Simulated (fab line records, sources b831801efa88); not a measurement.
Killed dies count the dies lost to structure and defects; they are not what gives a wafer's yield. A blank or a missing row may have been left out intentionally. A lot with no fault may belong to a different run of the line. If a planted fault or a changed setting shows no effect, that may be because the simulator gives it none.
fab line records	flow sfq_line	part 1 of 2: steps 1 to 27 of 39
[record] lots = 5	wafers = 15	last_day = 88
route steps=325 shown M6@253 I6@266 M7@281
lots untouched by any fault: they come from a run of this same line in which no faults occurred
start_h: start of the lot's first displayed wafer, in hours after the record's first day	wait_h: hours from the lot's prior step to this one	" as in the row above	L1.1+2: one row covering several wafers at once	- no value present, or no start provided	* or withheld: withheld	< > ~ a bound
route shown NAME@n: names a module that has steps shown in the file, with the first one's number in the route	usual: mean/standard deviation of fault-free wafers	same: alike in all rows	chamber/n: place in a boat	sites: each site's reading	_std_site: the standard deviation of these	_edge_site: the outer-site mean with the inner-site mean subtracted	radius_mm: for every site, how far away it sits from the centre of the wafer	mask NAME#n: copy n	behind: tool/chamber where the wafer was last shaped	hold: the reason the lot was held/the length of the hold in hours/how it ended	device: the transistor (n, p or np) that didn't switch	end of line: tests of these same wafers at the route's end	step lacking rows: just its recipe	killed: dies that structure and defects cost at the first sort, which is not the same as the wafer's yield	map: a wafer's dies, x killed, . not, _ none there
set.NAME: setting as actually run; set.NAME@STEP: the setting as run at that earlier step	model.NAME: the simulator's own value behind a step, which no gauge read
lots at some steps of the route; a table a step, a row a wafer
services: from which hour (start_h, from the record's first day; less than 0 if before it) a tool's chamber was out of use, for how many hours, and why
[[steps]]
[step SFQ_M6_RS_MEAS_938]
[recipe] thk_meas_gauge = four-point-probe	reads = Nb_of_TRILAYER_M6_DEP_SPUTTER_157
[usual] M6_NB_RS = 0.890/0.0093
lot.wafer	tool	chamber	start_h	wait_h	M6_NB_RS[ohm/sq]
L086.2	film_metro-03	-	1710.07	0.1	0.904
L086.4	"	-	"	"	0.898
L086.5	"	-	"	"	0.905
L090.1	film_metro-02	-	1776.90	0.0	0.886
L090.4	"	-	"	"	0.896
L090.5	"	-	"	"	0.893
L091.2	film_metro-02	-	1780.68	0.1	0.892
L091.3	"	-	"	"	0.889
L091.6	"	-	"	"	0.893
L092.2	film_metro-02	-	1783.06	0.1	0.893
L092.4	"	-	"	"	0.897
L092.5	"	-	"	"	0.889
L093.1	film_metro-02	-	1786.84	0.0	0.903
L093.3	"	-	"	"	0.897
L093.4	"	-	"	"	0.901
[step SFQ_TRILAYER_M6_LITHO_COAT_164]
[recipe] resist = BARC	spin_rpm = 3000	resist_thk_nm = 62
lot.wafer	tool	chamber	start_h	wait_h
L086.2+4+5	litho_track-03	0	1710.28	0.1
L090.1+4+5	litho_track-02	0	1777.08	0.1
L091.2+3+6	litho_track-01	0	1780.89	0.1
L092.2+4+5	litho_track-02	0	1783.27	0.1
L093.1+3+4	litho_track-01	0	1787.02	0.1
[step SFQ_TRILAYER_M6_LITHO_COAT_159]
[recipe] resist = KrF	spin_rpm = 3000	resist_thk_nm = 600
lot.wafer	tool	chamber	start_h	wait_h
L086.2+4+5	litho_track-03	0	1710.58	0.2
L090.1+4+5	litho_track-02	0	1777.38	0.2
L091.2+3+6	litho_track-01	0	1781.19	0.2
L092.2+4+5	litho_track-02	0	1783.57	0.2
L093.1+3+4	litho_track-01	0	1787.32	0.2
[step SFQ_TRILAYER_M6_LITHO_SOFTBAKE_163]
[recipe] temp_c = withheld	time_s = withheld	resist = KrF
lot.wafer	tool	chamber	start_h	wait_h
L086.2+4+5	litho_track-03	0	1710.85	0.2
L090.1+4+5	litho_track-02	0	1777.68	0.2
L091.2+3+6	litho_track-01	0	1781.46	0.2
L092.2+4+5	litho_track-02	0	1783.85	0.2
L093.1+3+4	litho_track-01	0	1787.62	0.2
[step SFQ_TRILAYER_M6_LITHO_EXPOSE_160]
[recipe] mask_id = M6	na = 0.6	source_shape = conventional	sigma_outer = 0.65	target_cd_nm = 500	dose_mj = 14.4
[usual] focus_offset_nm = 0.0/0.55	reticle_temp_C = 22.97/0.1
lot.wafer	tool	chamber	start_h	wait_h	mask	focus_offset_nm	reticle_temp_C
L086.2	krf_scanner-01	0	1815.24	-	M6#0	0.4	23.12
L086.4	"	0	"	"	M6#0	0.2	22.98
L086.5	"	0	"	"	M6#0	-0.1	23.08
L090.1	krf_scanner-02	0	1826.89	-	M6#0	-1.5	22.98
L090.4	"	0	"	"	M6#0	-0.2	23.01
L090.5	"	0	"	"	M6#0	-0.5	23.08
L091.2	krf_scanner-02	0	1883.42	-	M6#0	0.2	23.05
L091.3	"	0	"	"	M6#0	0.6	23.22
L091.6	"	0	"	"	M6#0	1.0	23.14
L092.2	krf_scanner-02	0	1887.02	-	M6#0	0.5	23.11
L092.4	"	0	"	"	M6#0	0.9	22.88
L092.5	"	0	"	"	M6#0	0.1	23.11
L093.1	krf_scanner-01	0	1891.07	-	M6#0	0.4	23.00
L093.3	"	0	"	"	M6#0	-0.4	22.97
L093.4	"	0	"	"	M6#0	-0.3	22.91
[step SFQ_TRILAYER_M6_LITHO_PEB_162]
[recipe] peb_temp_c = 115	peb_time_s = 60	resist = KrF
lot.wafer	tool	chamber	start_h	wait_h
L086.2+4+5	litho_track-02	0	1816.26	0.8
L090.1+4+5	litho_track-02	0	1828.09	1.0
L091.2+3+6	litho_track-03	0	1884.45	0.8
L092.2+4+5	litho_track-01	0	1888.05	0.8
L093.1+3+4	litho_track-02	0	1892.27	1.0
[step SFQ_TRILAYER_M6_LITHO_DEVELOP_161]
[recipe] time_s = 60	resist = KrF
lot.wafer	tool	chamber	start_h	wait_h
L086.2+4+5	litho_track-02	0	1816.41	0.1
L090.1+4+5	litho_track-02	0	1828.24	0.1
L091.2+3+6	litho_track-03	0	1884.60	0.1
L092.2+4+5	litho_track-01	0	1888.20	0.1
L093.1+3+4	litho_track-02	0	1892.42	0.1
[step SFQ_M6_OVL_MEAS_940]
[usual] M6_OVL = -5/5
lot.wafer	tool	chamber	start_h	wait_h	M6_OVL[nm]
L086.2	overlay-01	-	1816.54	0.1	-3
L086.4	"	-	"	"	-10
L086.5	"	-	"	"	-8
L090.1	overlay-01	-	1828.39	0.1	1
L090.4	"	-	"	"	-4
L090.5	"	-	"	"	-2
L091.2	overlay-02	-	1884.73	0.1	5
L091.3	"	-	"	"	-7
L091.6	"	-	"	"	7
L092.2	overlay-01	-	1888.33	0.1	-7
L092.4	"	-	"	"	-7
L092.5	"	-	"	"	8
L093.1	overlay-01	-	1892.57	0.1	-7
L093.3	"	-	"	"	-4
L093.4	"	-	"	"	-6
[step SFQ_TRILAYER_M6_BARC_OPEN_METAL_ETCH_206]
[recipe] mask_material = PR	chemistry = O2	target_depth_nm = 125	target = BARC	icp_w = 600	bias_w = 80	pressure_mtorr = 10	time_s = 41.7
[usual] drypump_motor_current_A = 5.76/0.3	oes_product_au = 0.685/0.005
lot.wafer	tool	chamber	start_h	wait_h	drypump_motor_current_A	oes_product_au	rf_hours_counter_h
L086.2	rie_metal-02	0	1816.57	0.0	5.49	0.688	43
L086.4	"	1	"	"	6.32	0.684	-
L086.5	"	0	"	"	5.50	0.695	-
L090.1	rie_metal-02	1	1828.43	0.0	6.32	0.679	89
L090.4	"	0	"	"	5.48	0.682	-
L090.5	"	0	"	"	5.49	0.688	-
L091.2	rie_metal-02	1	1884.76	0.0	6.28	0.686	97
L091.3	"	0	"	"	5.45	0.689	-
L091.6	"	1	"	"	6.29	0.694	-
L092.2	rie_metal-03	0	1888.36	0.0	5.88	0.678	107
L092.4	"	0	"	"	5.92	0.691	-
L092.5	"	1	"	"	5.74	0.689	-
L093.1	rie_metal-01	0	1892.60	0.0	5.51	0.680	130
L093.3	"	1	"	"	5.45	0.687	-
L093.4	"	0	"	"	5.50	0.695	-
[step SFQ_TRILAYER_M6_ETCH_METAL_ETCH_162]
[recipe] target = Nb	stop_on = SiO2	mask_material = PR	chemistry = Cl2/Ar	target_depth_nm = 240	icp_w = 600	bias_w = 80	pressure_mtorr = 10	time_s = 120
[usual] drypump_motor_current_A = 5.76/0.29	oes_product_au = 0.894/0.0066
lot.wafer	tool	chamber	start_h	wait_h	drypump_motor_current_A	oes_product_au	rf_hours_counter_h
L086.2	rie_metal-02	0	1816.63	0.0	5.49	0.891	43
L086.4	"	1	"	"	6.29	0.882	-
L086.5	"	0	"	"	5.48	0.888	-
L090.1	rie_metal-02	1	1828.49	0.0	6.30	0.892	89
L090.4	"	0	"	"	5.49	0.897	-
L090.5	"	0	"	"	5.49	0.888	-
L091.2	rie_metal-02	1	1884.82	0.0	6.31	0.894	97
L091.3	"	0	"	"	5.44	0.898	-
L091.6	"	1	"	"	6.31	0.888	-
L092.2	rie_metal-03	0	1888.42	0.0	5.92	0.894	107
L092.4	"	0	"	"	5.90	0.888	-
L092.5	"	1	"	"	5.75	0.903	-
L093.1	rie_metal-01	0	1892.66	0.0	5.51	0.877	130
L093.3	"	1	"	"	5.45	0.883	-
L093.4	"	0	"	"	5.52	0.893	-
[step SFQ_TRILAYER_M6_STRIP_STRIP_163]
[recipe] gas = O2	power_w = 200	platen_temp_c = 40	overash_fraction = 0.65	chemistry = O2	pressure_mtorr = 50
[usual] drypump_motor_current_A = 5.76/0.3	oes_product_au = 0.998/0.0091
[same] overash_fraction = 0.65
lot.wafer	tool	chamber	start_h	wait_h	drypump_motor_current_A	oes_product_au	rf_hours_counter_h
L086.2	rie_metal-02	0	1816.76	0.1	5.48	0.985	43
L086.4	"	1	"	"	6.31	1.006	-
L086.5	"	0	"	"	5.47	0.980	-
L090.1	rie_metal-02	1	1828.61	0.1	6.27	1.001	89
L090.4	"	0	"	"	5.48	0.995	-
L090.5	"	0	"	"	5.47	0.988	-
L091.2	rie_metal-02	1	1884.94	0.1	6.30	0.996	97
L091.3	"	0	"	"	5.47	0.990	-
L091.6	"	1	"	"	6.32	1.005	-
L092.2	rie_metal-03	0	1888.54	0.1	5.93	1.001	107
L092.4	"	0	"	"	5.92	1.004	-
L092.5	"	1	"	"	5.74	0.994	-
L093.1	rie_metal-01	0	1892.79	0.1	5.53	1.008	130
L093.3	"	1	"	"	5.46	1.000	-
L093.4	"	0	"	"	5.51	1.004	-
[step SFQ_TRILAYER_M6_STRIP_SOLV_CLEAN_164]
[recipe] chemistry = NMP	temp_c = 70	time_s = 600
[usual] temp_c = 70.02/0.12
lot.wafer	tool	chamber	start_h	wait_h	temp_c
L086.2	wet_bench-03	6	1817.36	0.4	70.11
L086.4	"	1	"	"	70.03
L086.5	"	2	"	"	70.17
L090.1	wet_bench-01	0	1829.21	0.4	70.08
L090.4	"	4	"	"	70.09
L090.5	"	1	"	"	70.01
L091.2	wet_bench-04	7	1885.54	0.4	70.06
L091.3	"	2	"	"	69.94
L091.6	"	0	"	"	69.97
L092.2	wet_bench-04	1	1889.14	0.4	70.00
L092.4	"	2	"	"	69.91
L092.5	"	0	"	"	69.92
L093.1	wet_bench-03	0	1893.39	0.4	69.91
L093.3	"	1	"	"	69.97
L093.4	"	5	"	"	69.96
[step SFQ_TRILAYER_I6_DEP_PECVD_165]
[recipe] material = SiO2	temp_c = 150	time_s = 111.11	pressure_torr = 2.4	rf_w = 183.3	precursor = SiH4/N2O	target_thk_nm = 500
[usual] heater_power_w = 87/17	throttle_valve_pct = 25.0/1.6
lot.wafer	tool	chamber	start_h	wait_h	heater_power_w	throttle_valve_pct
L086.2	pecvd-02	0	1817.74	0.0	98	22.9
L086.4	"	2	"	"	88	24.1
L086.5	"	1	"	"	106	26.9
L090.1	pecvd-01	1	1829.40	0.0	120	22.4
L090.4	"	2	"	"	71	24.7
L090.5	"	0	"	"	89	23.8
L091.2	pecvd-02	2	1885.72	0.0	86	24.2
L091.3	"	0	"	"	89	23.0
L091.6	"	1	"	"	112	27.0
L092.2	pecvd-02	1	1889.32	0.0	99	27.2
L092.4	"	1	"	"	102	27.2
L092.5	"	2	"	"	76	24.2
L093.1	pecvd-01	2	1893.56	0.0	77	24.9
L093.3	"	1	"	"	124	22.4
L093.4	"	1	"	"	122	22.9
[step SFQ_TRILAYER_I6_CMP_CMP_166]
[recipe] material = SiO2	down_force_psi = 3	platen_rpm = 60	pad_velocity_m_s = 0.94248
[usual] motor_current_A = 10.1/1	time_to_endpoint_s = 216/6.7
lot.wafer	tool	chamber	start_h	wait_h	motor_current_A	time_to_endpoint_s
L086.4	cmp-01	0	1830.51	12.7	9.0	227
L086.2	"	2	1831.51	13.7	10.3	206
L086.5	"	3	"	"	10.9	220
L090.1	cmp-01	1	1845.01	15.6	11.2	202
L090.4	"	0	1846.51	17.0	9.0	218
L090.5	"	2	1847.51	18.0	10.1	206
L091.2	cmp-01	1	1886.30	0.5	11.4	212
L091.3	"	2	"	"	10.6	208
L091.6	"	1	1888.30	2.5	10.6	230
L092.4	cmp-01	2	1890.77	1.4	9.7	220
L092.2	"	1	1892.27	2.9	11.3	224
L092.5	"	2	"	"	10.3	216
L093.1	cmp-02	0	1894.17	0.6	10.3	214
L093.3	"	1	"	"	10.3	210
L093.4	"	2	"	"	8.0	226
[step SFQ_I6_BOW_MEAS_941]
[recipe] mode = bow
[usual] I6_BOW = 6/11
lot.wafer	tool	chamber	start_h	wait_h	I6_BOW[um]
L086.2	film_metro-04	-	1833.03	1.0	3
L086.4	"	-	"	"	-12
L086.5	"	-	"	"	-4
L090.1	film_metro-03	-	1848.01	2.5	19
L090.4	"	-	"	"	14
L090.5	"	-	"	"	11
L091.2	film_metro-03	-	1888.82	2.0	19
L091.3	"	-	"	"	16
L091.6	"	-	"	"	13
L092.2	film_metro-03	-	1893.79	1.0	22
L092.4	"	-	"	"	7
L092.5	"	-	"	"	8
L093.1	film_metro-01	-	1896.67	2.0	22
L093.3	"	-	"	"	20
L093.4	"	-	"	"	12
[step SFQ_TRILAYER_I6_METRO_MEASURE_167]
[usual] thk_nm = 199.9/1.1
lot.wafer	tool	chamber	start_h	wait_h	thk_nm
L086.2	film_metro-04	-	1833.33	0.3	198.8
L086.4	"	-	"	"	200.6
L086.5	"	-	"	"	198.6
L090.1	film_metro-03	-	1848.13	0.1	200.5
L090.4	"	-	"	"	200.7
L090.5	"	-	"	"	200.3
L091.2	film_metro-03	-	1889.12	0.3	199.3
L091.3	"	-	"	"	199.1
L091.6	"	-	"	"	200.4
L092.2	film_metro-03	-	1894.09	0.3	200.4
L092.4	"	-	"	"	198.2
L092.5	"	-	"	"	199.1
L093.1	film_metro-01	-	1896.79	0.1	200.2
L093.3	"	-	"	"	199.1
L093.4	"	-	"	"	201.6
[step SFQ_TRILAYER_I6_VIA_LITHO_COAT_174]
[recipe] resist = BARC	spin_rpm = 3000	resist_thk_nm = 62
lot.wafer	tool	chamber	start_h	wait_h
L086.2+4+5	litho_track-04	0	1834.38	0.8
L090.1+4+5	litho_track-04	0	1849.33	1.0
L091.2+3+6	litho_track-03	0	1890.17	0.8
L092.2+4+5	litho_track-01	0	1895.14	0.8
L093.1+3+4	litho_track-04	0	1897.99	1.0
[step SFQ_TRILAYER_I6_VIA_LITHO_COAT_169]
[recipe] resist = KrF	spin_rpm = 3000	resist_thk_nm = 650
lot.wafer	tool	chamber	start_h	wait_h
L086.2+4+5	litho_track-04	0	1834.68	0.2
L090.1+4+5	litho_track-04	0	1849.63	0.2
L091.2+3+6	litho_track-03	0	1890.47	0.2
L092.2+4+5	litho_track-01	0	1895.44	0.2
L093.1+3+4	litho_track-04	0	1898.29	0.2
[step SFQ_TRILAYER_I6_VIA_LITHO_SOFTBAKE_173]
[recipe] temp_c = withheld	time_s = withheld	resist = KrF
lot.wafer	tool	chamber	start_h	wait_h
L086.2+4+5	litho_track-04	0	1834.96	0.2
L090.1+4+5	litho_track-04	0	1849.93	0.2
L091.2+3+6	litho_track-03	0	1890.74	0.2
L092.2+4+5	litho_track-01	0	1895.71	0.2
L093.1+3+4	litho_track-04	0	1898.59	0.2
[step SFQ_TRILAYER_I6_VIA_LITHO_EXPOSE_170]
[recipe] mask_id = I6	na = 0.6	source_shape = conventional	sigma_outer = 0.65	target_cd_nm = 700	dose_mj = 21.3
[usual] focus_offset_nm = -0.1/0.59	reticle_temp_C = 23.01/0.094
lot.wafer	tool	chamber	start_h	wait_h	mask	focus_offset_nm	reticle_temp_C
L086.2	krf_scanner-02	0	1926.19	-	I6#0	0.2	22.94
L086.4	"	0	"	"	I6#0	-0.3	23.04
L086.5	"	0	"	"	I6#0	1.0	22.90
L090.1	krf_scanner-01	0	1950.12	-	I6#0	-0.1	22.95
L090.4	"	0	"	"	I6#0	-0.6	22.89
L090.5	"	0	"	"	I6#0	0.6	23.14
L091.2	krf_scanner-02	0	1986.44	-	I6#0	1.0	23.03
L091.3	"	0	"	"	I6#0	-0.5	23.13
L091.6	"	0	"	"	I6#0	-0.1	22.98
L092.2	krf_scanner-02	0	1991.24	-	I6#0	-0.6	22.96
L092.4	"	0	"	"	I6#0	-0.3	23.12
L092.5	"	0	"	"	I6#0	-0.5	22.90
L093.1	krf_scanner-02	0	1997.04	-	I6#0	0.5	23.20
L093.3	"	0	"	"	I6#0	0.1	23.16
L093.4	"	0	"	"	I6#0	0.5	23.01
[step SFQ_TRILAYER_I6_VIA_LITHO_PEB_172]
[recipe] peb_temp_c = 115	peb_time_s = 60	resist = KrF
lot.wafer	tool	chamber	start_h	wait_h
L086.2+4+5	litho_track-04	0	1927.22	0.8
L090.1+4+5	litho_track-04	0	1951.32	1.0
L091.2+3+6	litho_track-01	0	1987.47	0.8
L092.2+4+5	litho_track-03	0	1992.27	0.8
L093.1+3+4	litho_track-01	0	1998.24	1.0
[step SFQ_TRILAYER_I6_VIA_LITHO_DEVELOP_171]
[recipe] time_s = 60	resist = KrF
lot.wafer	tool	chamber	start_h	wait_h
L086.2+4+5	litho_track-04	0	1927.37	0.1
L090.1+4+5	litho_track-04	0	1951.47	0.1
L091.2+3+6	litho_track-01	0	1987.62	0.1
L092.2+4+5	litho_track-03	0	1992.42	0.1
L093.1+3+4	litho_track-01	0	1998.39	0.1
[step SFQ_I6_OVL_MEAS_942]
[usual] I6_OVL = -2/5.3
lot.wafer	tool	chamber	start_h	wait_h	I6_OVL[nm]
L086.2	overlay-01	-	1927.50	0.1	-6
L086.4	"	-	"	"	-10
L086.5	"	-	"	"	-8
L090.1	overlay-02	-	1951.62	0.1	-5
L090.4	"	-	"	"	-4
L090.5	"	-	"	"	1
L091.2	overlay-01	-	1987.75	0.1	0
L091.3	"	-	"	"	-4
L091.6	"	-	"	"	-2
L092.2	overlay-02	-	1992.55	0.1	-1
L092.4	"	-	"	"	-6
L092.5	"	-	"	"	-6
L093.1	overlay-02	-	1998.54	0.1	2
L093.3	"	-	"	"	2
L093.4	"	-	"	"	5
[step SFQ_TRILAYER_I6_VIA_BARC_OPEN_VIA_ETCH_235]
[recipe] mask_material = PR	chemistry = O2	target_depth_nm = 125	target = BARC	source_w = 500	bias_w = 80	pressure_mtorr = 30	time_s = 41.7
[usual] drypump_motor_current_A = 5.7/0.35	oes_product_au = 0.685/0.0043
lot.wafer	tool	chamber	start_h	wait_h	drypump_motor_current_A	oes_product_au	rf_hours_counter_h
L086.2	rie_diel-03	0	1927.53	0.0	5.3	0.686	4
L086.4	"	1	"	"	6.5	0.687	-
L086.5	"	2	"	"	5.9	0.687	-
L090.1	rie_diel-03	1	1951.65	0.0	6.5	0.688	3
L090.4	"	3	"	"	5.6	0.685	0
L090.5	"	2	"	"	5.9	0.687	-
L091.2	rie_diel-03	1	1987.78	0.0	6.5	0.686	3
L091.3	"	2	"	"	5.9	0.687	6
L091.6	"	2	"	"	5.9	0.683	-
L092.2	rie_diel-02	1	1992.58	0.0	5.6	0.688	17
L092.4	"	0	"	"	5.6	0.685	9
L092.5	"	3	"	"	5.6	0.691	-
L093.1	rie_diel-03	0	1998.58	0.0	5.3	0.688	5
L093.3	"	3	"	"	5.6	0.685	0
L093.4	"	2	"	"	5.9	0.685	6
[step SFQ_TRILAYER_I6_VIA_ETCH_VIA_ETCH_172]
[recipe] target = SiO2	stop_on = Nb	mask_material = PR	taper_deg = 20	chemistry = CHF3	target_depth_nm = 260	source_w = 500	bias_w = 80	pressure_mtorr = 30	time_s = withheld
[usual] drypump_motor_current_A = 5.7/0.35	oes_product_au = 0.855/0.0049
lot.wafer	tool	chamber	start_h	wait_h	drypump_motor_current_A	oes_product_au
L086.2	rie_diel-03	0	1927.57	0.0	5.3	0.860
L086.4	"	1	"	"	6.5	0.858
L086.5	"	2	"	"	5.9	0.846
L090.1	rie_diel-03	1	1951.69	0.0	6.5	0.863
L090.4	"	3	"	"	5.6	0.854
L090.5	"	2	"	"	5.9	0.863
L091.2	rie_diel-03	1	1987.82	0.0	6.6	0.849
L091.3	"	2	"	"	5.9	0.851
L091.6	"	2	"	"	5.9	0.860
L092.2	rie_diel-02	1	1992.62	0.0	5.6	0.846
L092.4	"	0	"	"	5.6	0.854
L092.5	"	3	"	"	5.6	0.851
L093.1	rie_diel-03	0	1998.62	0.0	5.3	0.861
L093.3	"	3	"	"	5.6	0.857
L093.4	"	2	"	"	5.9	0.845
[step SFQ_TRILAYER_I6_VIA_STRIP_STRIP_173]
[recipe] gas = O2	power_w = 200	platen_temp_c = 40	overash_fraction = 0.65	chemistry = O2	pressure_mtorr = 50
[usual] drypump_motor_current_A = 5.9/0.31	oes_product_au = 0.997/0.011
[same] overash_fraction = 0.65
lot.wafer	tool	chamber	start_h	wait_h	drypump_motor_current_A	oes_product_au	rf_hours_counter_h
L086.2	rie_metal-04	1	1927.68	-	6.2	1.004	61
L086.4	"	0	"	"	5.8	0.999	-
L086.5	"	0	"	"	5.8	0.994	-
L090.1	rie_metal-02	1	1951.81	-	6.3	1.005	102
L090.4	"	0	"	"	5.5	0.980	-
L090.5	"	0	"	"	5.5	0.989	-
L091.2	rie_metal-04	0	1987.93	-	5.8	1.007	102
L091.3	"	1	"	"	6.2	1.007	-
L091.6	"	0	"	"	5.8	1.016	-
L092.2	rie_metal-04	1	1992.73	-	6.2	1.001	68
L092.4	"	0	"	"	5.8	1.006	-
L092.5	"	0	"	"	5.8	1.007	-
L093.1	rie_metal-02	1	1998.73	-	6.3	1.000	106
L093.3	"	0	"	"	5.5	0.980	-
L093.4	"	1	"	"	6.3	1.016	-
[step SFQ_TRILAYER_I6_VIA_STRIP_SOLV_CLEAN_174]
[recipe] chemistry = NMP	temp_c = 70	time_s = 600
[usual] temp_c = 70.00/0.12
lot.wafer	tool	chamber	start_h	wait_h	temp_c
L086.2	wet_bench-03	5	1928.28	0.4	70.05
L086.4	"	7	"	"	69.86
L086.5	"	6	"	"	69.79
L090.1	wet_bench-03	0	1952.41	0.4	69.89
L090.4	"	4	"	"	70.15
L090.5	"	7	"	"	70.07
L091.2	wet_bench-01	3	1988.53	0.4	69.98
L091.3	"	2	"	"	70.01
L091.6	"	0	"	"	70.05
L092.2	wet_bench-01	4	1993.33	0.4	70.08
L092.4	"	7	"	"	69.86
L092.5	"	5	"	"	70.07
L093.1	wet_bench-02	1	1999.33	0.4	70.18
L093.3	"	2	"	"	70.03
L093.4	"	5	"	"	69.84
